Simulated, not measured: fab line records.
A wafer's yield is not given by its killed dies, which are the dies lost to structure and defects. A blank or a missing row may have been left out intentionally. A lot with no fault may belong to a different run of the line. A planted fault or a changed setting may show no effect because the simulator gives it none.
fab line records -- flow sky130 -- part 2 of 2: steps 43 to 43 of 43
record lots=6, wafers=18, lastDay=49
route steps=708 shown FIELD_ISO@5 NWELL@32 DNWELL@35 PWDE@45 PAD_OPEN@708
lots with no fault: from the same line, run without faults
startH: start of the lot's first displayed wafer, in hours after the record's first day -- waitH: hours from the lot's prior step to this one -- " unchanged from the row above -- L1.1+2: one row covering several wafers at once -- - either no value or no given start -- * or withheld: withheld -- < > ~ a bound
route shown NAME@n: a module of which the file shows steps, and the number in the route of the first -- usual: average and standard deviation across the fault-free wafers -- same: alike in all rows -- chamber/n: place in a boat -- sites: the reading at each site -- _std_site: how widely they spread, as a standard deviation -- _edge_site: outer sites' mean less inner sites' -- radiusMm: for every site, how far away it sits from the centre of the wafer -- mask NAME#n: copy n -- behind: the tool/chamber that last shaped the wafer -- hold: why the lot was held/for how many hours/how that ended -- device: which transistor (n, p or np) failed to switch -- end of line: the route-end tests of the same wafers -- a step without rows: its recipe alone -- killed: dies lost to structure and defects at the first sort, not the wafer's yield -- map: a wafer's dies, marking killed ones x, the rest . and places with no die _
set.NAME: the run value of the setting; set.NAME@STEP: its run value at that earlier step -- model.NAME: the simulator's own value behind a step, which no gauge read
a table for each step, a row for each wafer; lots at some steps of the route
services: the hour from which a tool's chamber was out of use, counted from the record's first day as startH (under 0 if before that day), plus the number of hours and why
## steps
# step SKY_PAD_OPEN_PROBE_99
# usual killed_at_M0_to_M3=43/6.8, killed_at_M4_up=3.1/1.8, killedAtContacts=25/5.8, killedAtFrontEnd=15/4.2, killedAtOther=0.3/0.5, killedDies=87/9.7, killedOpen=47/7.3, killedShort=39/6.6
# same grossDies=492, killedAtBackSide=0
lot.wafer,tool,chamber,startH,waitH,killed_at_M0_to_M3,killed_at_M4_up,killedAtContacts,killedAtFrontEnd,killedAtOther,killedDies,killedOpen,killedShort
L712.1,prober-02,-,1077.36,0.1,48,3,31,16,1,99,50,49
L712.2,prober-02,-,1077.41,0.1,41,5,20,8,1,75,42,33
L712.6,prober-02,-,1077.61,0.2,36,2,15,15,1,69,28,41
L721.1,prober-02,-,1132.49,0.1,44,1,29,11,0,85,47,38
L721.3,prober-02,-,1132.59,0.2,44,1,22,12,0,79,44,35
L721.4,prober-02,-,1132.64,0.2,41,2,28,12,0,83,47,36
L720.1,prober-01,-,1133.60,0.1,36,2,29,11,0,78,43,35
L720.2,prober-01,-,1133.65,0.1,44,1,30,14,0,89,56,33
L720.3,prober-01,-,1133.70,0.2,42,3,28,22,0,95,56,39
L724.3,prober-02,-,1155.66,0.2,39,4,27,62,0,132,41,40
L724.4,prober-02,-,1155.71,0.2,45,2,30,46,0,123,47,43
L724.6,prober-02,-,1155.81,0.2,53,3,27,68,0,151,50,47
L728.1,prober-02,-,1175.49,0.1,40,5,23,13,0,81,52,29
L728.2,prober-02,-,1175.54,0.1,32,4,27,16,0,79,49,30
L728.5,prober-02,-,1175.69,0.2,39,4,29,14,0,86,35,51
L730.1,prober-02,-,1181.86,0.1,37,1,21,44,1,104,38,30
L730.3,prober-02,-,1181.96,0.2,45,2,29,45,1,122,46,41
L730.5,prober-02,-,1182.06,0.2,27,3,23,69,0,122,36,35
# killed by level:class
L712.1 CONTACT:geometricParticle:open=12 VIA3:geometricParticle:open=8 VIA1:geometricParticle:open=8 VIA1:geometricParticle:short=8 VIA2:geometricParticle:open=8 CONTACT:geometricParticle:short=7 FIELD_ISO:geometricParticle:open=5 LOCAL_INTERCONNECT:geometricParticle:short=5
L712.2 CONTACT:geometricParticle:open=8 VIA1:geometricParticle:open=7 METAL2:geometricParticle:short=7 LI_CONTACT:geometricParticle:open=5 VIA2:geometricParticle:short=5 VIA3:geometricParticle:open=5 VIA2:geometricParticle:open=4 LOCAL_INTERCONNECT:geometricParticle:short=3
L712.6 VIA2:geometricParticle:short=6 FIELD_ISO:geometricParticle:short=5 VIA2:geometricParticle:open=5 VIA1:geometricParticle:open=5 METAL1:geometricParticle:short=4 CONTACT:geometricParticle:open=4 METAL2:geometricParticle:short=4 VIA3:geometricParticle:open=4
L721.1 CONTACT:geometricParticle:open=15 VIA1:geometricParticle:open=11 METAL2:geometricParticle:short=6 VIA2:geometricParticle:open=6 LI_CONTACT:geometricParticle:open=5 METAL1:geometricParticle:short=5 FIELD_ISO:geometricParticle:short=4 LI_CONTACT:geometricParticle:short=4
L721.3 CONTACT:geometricParticle:open=9 VIA1:geometricParticle:open=9 VIA3:geometricParticle:open=9 METAL2:geometricParticle:short=6 VIA2:geometricParticle:open=6 FIELD_ISO:geometricParticle:open=5 CONTACT:geometricParticle:short=5 LI_CONTACT:geometricParticle:short=4
L721.4 VIA1:geometricParticle:open=12 LI_CONTACT:geometricParticle:open=8 LI_CONTACT:geometricParticle:short=7 VIA2:geometricParticle:open=7 CONTACT:geometricParticle:open=6 VIA1:geometricParticle:short=6 METAL2:geometricParticle:short=5 VIA3:geometricParticle:open=4
L720.1 CONTACT:geometricParticle:open=14 VIA2:geometricParticle:open=7 METAL2:geometricParticle:short=6 LI_CONTACT:geometricParticle:open=5 CONTACT:geometricParticle:short=5 VIA1:geometricParticle:open=4 POLY_GATE:geometricParticle:short=3 POLY_CUT:geometricParticle:open=3
L720.2 CONTACT:geometricParticle:open=13 VIA3:geometricParticle:open=10 LI_CONTACT:geometricParticle:open=8 VIA2:geometricParticle:open=7 VIA2:geometricParticle:short=6 VIA1:geometricParticle:open=5 POLY_GATE:geometricParticle:open=4 CONTACT:geometricParticle:short=4
L720.3 CONTACT:geometricParticle:open=10 VIA1:geometricParticle:open=9 METAL2:geometricParticle:short=8 LI_CONTACT:geometricParticle:open=7 VIA3:geometricParticle:open=7 POLY_GATE:geometricParticle:open=6 FIELD_ISO:geometricParticle:short=5 VIA2:geometricParticle:open=5
L724.3 FIELD_ISO:unspecified=51 CONTACT:geometricParticle:open=8 LI_CONTACT:geometricParticle:open=7 VIA1:geometricParticle:open=7 METAL2:geometricParticle:short=7 METAL1:geometricParticle:short=6 LI_CONTACT:geometricParticle:short=5 POLY_GATE:geometricParticle:open=4
L724.4 FIELD_ISO:unspecified=33 VIA1:geometricParticle:open=12 CONTACT:geometricParticle:short=10 LI_CONTACT:geometricParticle:open=7 VIA2:geometricParticle:open=6 METAL1:geometricParticle:short=6 VIA3:geometricParticle:open=6 LOCAL_INTERCONNECT:geometricParticle:short=5
L724.6 FIELD_ISO:unspecified=54 VIA1:geometricParticle:open=14 VIA3:geometricParticle:open=11 CONTACT:geometricParticle:open=8 METAL2:geometricParticle:short=8 VIA2:geometricParticle:open=6 LOCAL_INTERCONNECT:geometricParticle:short=5 POLY_GATE:geometricParticle:short=5
L728.1 VIA1:geometricParticle:open=11 VIA3:geometricParticle:open=8 CONTACT:geometricParticle:open=8 LI_CONTACT:geometricParticle:open=5 CONTACT:geometricParticle:short=5 FIELD_ISO:geometricParticle:open=4 METAL1:geometricParticle:short=4 VIA1:geometricParticle:short=4
L728.2 LI_CONTACT:geometricParticle:open=13 CONTACT:geometricParticle:short=8 VIA1:geometricParticle:open=8 CONTACT:geometricParticle:open=6 VIA1:geometricParticle:short=6 FIELD_ISO:geometricParticle:open=5 VIA3:geometricParticle:open=5 POLY_GATE:geometricParticle:short=4
L728.5 VIA1:geometricParticle:open=7 LI_CONTACT:geometricParticle:open=7 VIA1:geometricParticle:short=7 LI_CONTACT:geometricParticle:short=6 CONTACT:geometricParticle:short=6 METAL2:geometricParticle:short=6 POLY_GATE:geometricParticle:open=5 CONTACT:geometricParticle:open=5
L730.1 FIELD_ISO:unspecified=36 CONTACT:geometricParticle:open=9 METAL1:geometricParticle:short=6 VIA1:geometricParticle:open=6 VIA2:geometricParticle:open=5 CONTACT:geometricParticle:short=4 METAL2:geometricParticle:short=4 VIA3:geometricParticle:short=4
L730.3 FIELD_ISO:unspecified=35 CONTACT:geometricParticle:open=12 VIA1:geometricParticle:open=10 LI_CONTACT:geometricParticle:open=6 METAL2:geometricParticle:short=6 CONTACT:geometricParticle:short=6 VIA2:geometricParticle:open=6 VIA1:geometricParticle:short=6
L730.5 FIELD_ISO:unspecified=51 CONTACT:geometricParticle:open=7 METAL1:geometricParticle:short=5 FIELD_ISO:geometricParticle:short=4 POLY_GATE:geometricParticle:open=4 LOCAL_INTERCONNECT:geometricParticle:short=4 LOCAL_INTERCONNECT:geometricParticle:open=4 CONTACT:geometricParticle:short=4
# map L724.6 (x killed, . not)
__________...x......_________
________.............._______
______........x.....x..._____
_____x..x......xx...xx...____
____...x.....xxxxxx..xx...___
___......xx...xxxxx....x...__
__..x.xxx...xxxxxxxxx...x..._
_.x..x........xxxxxxxxx..xxx.
_.x......x.xxxxxxxxxxx....xx.
_x........x.xxxxxxxxx....x...
_x.....x....xxxx.xxxx......x.
_....x....x..xxxxxxx...x.....
_xxxx............x.....xx.x.x
_.........xxx.......x........
_...x..x.x....x......xx......
__..xxx.................x..._
___....x....x.x.x.x........__
____.x.x....x...x.x...x..x___
_____x.....x...x.x....x..____
______.x........x.xx.xx._____
________x............._______
__________.....x.x.._________
# map L730.3 (x killed, . not)
__________....x....._________
________...xx....x...x_______
______.....xx.......x.x._____
_____x........x....x.....____
____....xx.xx.........xxxx___
___.........x.x..x..xxxxxxx__
__x........x..x......x.xxxxx_
_.x........xx.......x..xxxxxx
_.......x..............xxxxxx
_x............x.........xxxxx
_x.......x....x.....x..x.xxxx
_..x.........xxxx.........x..
_x......x..x.xx...x...x.....x
_x...xx....x...x..x.x.x.x....
_.........x.....xx......x.x..
__..x.x....x.x.........x...._
___..x........xx.x......x..__
____.x.............x..x.x.___
_____..........xx..x.....____
______...x.........x...._____
________..x..x......x._______
__________.........._________
## services
tool,chamber,startH,hours,kind
plasmaAsher-03,-,19.09,15.6,pm
cmp-02,-,33.02,2.9,repair
cmp-02,-,35.91,5.1,pm
cmp-02,-,40.98,4.7,pm
plasmaAsher-02,-,49.90,0.3,repair
rieDiel-03,2,59.01,2.3,repair
plasmaAsher-01,-,62.78,9.9,repair
cmp-02,-,64.05,4.0,pm
plasmaAsher-02,-,66.84,2.1,repair
cmp-02,-,71.71,2.5,repair
cmp-01,-,77.64,0.5,repair
cmp-01,-,101.01,0.2,repair
rieDiel-02,3,102.79,3.7,repair
plasmaAsher-02,-,108.75,9.0,pm
plasmaAsher-02,0,108.75,9.0,ventCycle
plasmaAsher-02,1,108.75,9.0,ventCycle
cmp-01,-,112.55,3.4,pm
plasmaAsher-02,0,117.75,-,clean
plasmaAsher-03,-,119.25,4.6,pm
rieSi-02,0,132.08,3.1,repair
rieDiel-01,1,140.03,1.5,repair
rieDiel-01,1,141.58,-,clean
rieDiel-01,1,141.58,20.1,scheduledDown
rieDiel-01,1,141.58,20.1,ventCycle
## key
firstSign step=SKY_PAD_OPEN_PROBE_99, reading=killedAtFrontEnd, direction=up, sigmas=9.7, usual=15, struck=56
effect step=SKY_PAD_OPEN_PROBE_99, reading=killedDies, direction=up, sigmas=4.1, usual=87, struck=126
metAt SKY_FIELD_ISO_STRIP_16
struckWafers L724.3,L724.4,L724.6,L730.1,L730.3,L730.5
testerLeftOut L724,L730
onsetBetween 32.76 91.02
alsoFits SKY_FIELD_ISO_ETCH_17:rieSi-01
fault kind=chamberParticleSource, tool=plasmaAsher-01, chamber=-, onsetH=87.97, steps=SKY_FIELD_ISO_STRIP_16, ratePerVisitCm2=0.71699, endH=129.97
# testerLeftOut: of these lots the tester's yield and bins aren't shown, on N5 and GAA mostly nor the transistor test; their killed dies are dies lost to structure and defects alone, not to doping, threshold or leakage, so they don't give the yield
